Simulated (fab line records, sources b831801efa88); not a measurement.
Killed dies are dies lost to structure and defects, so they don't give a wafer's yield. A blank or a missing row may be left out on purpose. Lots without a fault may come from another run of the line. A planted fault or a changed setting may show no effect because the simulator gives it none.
Chamber matching | flow gf180mcu | GF_V1_CMP_04 on cmp-01: 4 sister chambers
The step polishes SiO2. 8 wafers are shown with their chamber, then 7 later ones without.

WAFERS WITH THEIR CHAMBER
wafer  | chamber | motor_current_A (A) | time_to_endpoint_s (s)
L878.4 | 2       | 13.2                | 77
L879.1 | 3       | 10.2                | 79
L879.3 | 1       | 10.3                | 73
L880.2 | 2       | 12.3                | 74
L880.3 | 3       | 10.0                | 73
L880.5 | 0       | 11.8                | 78
L881.1 | 1       | 10.7                | 74
L881.2 | 0       | 11.0                | 80

WAFERS WITHOUT THEIR CHAMBER
wafer  | motor_current_A (A) | time_to_endpoint_s (s)
L881.3 | 13.6                | 78
L882.3 | 10.6                | 73
L882.4 | 9.9                 | 73
L882.6 | 11.1                | 75
L885.3 | 10.8                | 78
L885.5 | 10.1                | 80
L885.6 | 11.1                | 89

WHICH CHAMBER EACH WENT THROUGH
wafer  | from the rows above          | in truth
L881.3 | 2                            | 2
L882.3 | can't be placed: 1 or 3      | 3
L882.4 | can't be placed: 3 or 1      | 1
L882.6 | can't be placed: 1 or 0 or 3 | 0
L885.3 | can't be placed: 0 or 3 or 1 | 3
L885.5 | can't be placed: 3 or 1 or 0 | 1
L885.6 | can't be placed: 0 or 3      | 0
Placed correctly: 1 of 7. Can't be placed from these rows: 6 (the true chamber is among the candidates in 6). Placed wrongly: 0.
How it was worked out, from the rows above alone: a wafer's distance from a chamber is the root of the sum, over the readings, of the square of ((its reading less the chamber's mean) divided by the reading's scatter). The wafer belongs to the nearest chamber; if the next one is less than 2 further off, it can't be placed. A chamber's mean is the mean of its shown wafers. The scatter: the root of (the sum of the squares of (reading less its chamber's mean) over the shown wafers, divided by (wafers less chambers)).
